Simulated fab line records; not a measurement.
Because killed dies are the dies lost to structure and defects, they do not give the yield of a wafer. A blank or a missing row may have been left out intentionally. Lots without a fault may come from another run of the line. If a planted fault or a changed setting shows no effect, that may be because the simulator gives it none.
Which of the tools did it? | flow sky130 | 10 lots with 30 wafers sampled at 2 steps, on a route of 708 steps

## WHAT THE GAUGES SHOWED, per wafer
SKY_CAPM_OVL_MEAS_12.
lot  | measured     | on         | CAPM_OVL (nm)
L891 | day 38 04:40 | overlay-02 | 0.0 1.6 3.0
L899 | day 40 13:07 | overlay-01 | 0.2 -1.1 -0.4
L900 | day 40 18:16 | overlay-02 | 0.2 -1.5 -0.6
L903 | day 41 17:32 | overlay-02 | 1.3 -0.1 0.3
L906 | day 42 09:08 | overlay-01 | -0.5 0.0 3.2
L905 | day 42 10:31 | overlay-01 | 0.4 0.2 -1.3
L907 | day 43 11:28 | overlay-01 | 1.4 0.3 0.5
L910 | day 43 14:48 | overlay-02 | 0.6 1.0 1.5
L911 | day 43 16:23 | overlay-02 | 1.0 3.4 3.9
L912 | day 43 20:53 | overlay-02 | 0.9 -0.4 1.9

## WHAT TOOL EACH LOT RAN ON (gives the tool, then ch and the chambers of the sampled wafers, and finally the start)
lot  | SKY_METAL3_SPUTTER_04
L891 | pvd sputter-01, day 37 01:49
L899 | pvd sputter-01, day 39 11:28
L900 | pvd sputter-03, day 39 18:33
L903 | pvd sputter-02, day 40 17:41
L906 | pvd sputter-01, day 41 09:47
L905 | pvd sputter-01, day 41 10:42
L907 | pvd sputter-03, day 42 12:45
L910 | pvd sputter-01, day 42 15:55
L911 | pvd sputter-02, day 42 17:29
L912 | pvd sputter-03, day 42 21:41
- SKY_METAL3_SPUTTER_04: material TiN, target thk 70 nm, time 58.3 s.

## THE ANSWER, worked out from the rows above alone
Rule: usual is defined by the lots themselves. The widest of any qualifying gaps counts: lots, ordered by their means at a reading, are off when they make up no more than a third of the lots, leave a main group of 4 or more, and stand apart from it by 3 or more times the standard deviation of that group's means. A main group whose means are all the same, to the digits that the tables above print for the reading, isn't used. Also off: a lot with no number at a reading for which 4 or more lots have one. The other lots that the step has rows for count as sound.
No lot is off at any reading shown: from this, nothing can be told.

## WHAT THE SIMULATOR HAD PUT IN
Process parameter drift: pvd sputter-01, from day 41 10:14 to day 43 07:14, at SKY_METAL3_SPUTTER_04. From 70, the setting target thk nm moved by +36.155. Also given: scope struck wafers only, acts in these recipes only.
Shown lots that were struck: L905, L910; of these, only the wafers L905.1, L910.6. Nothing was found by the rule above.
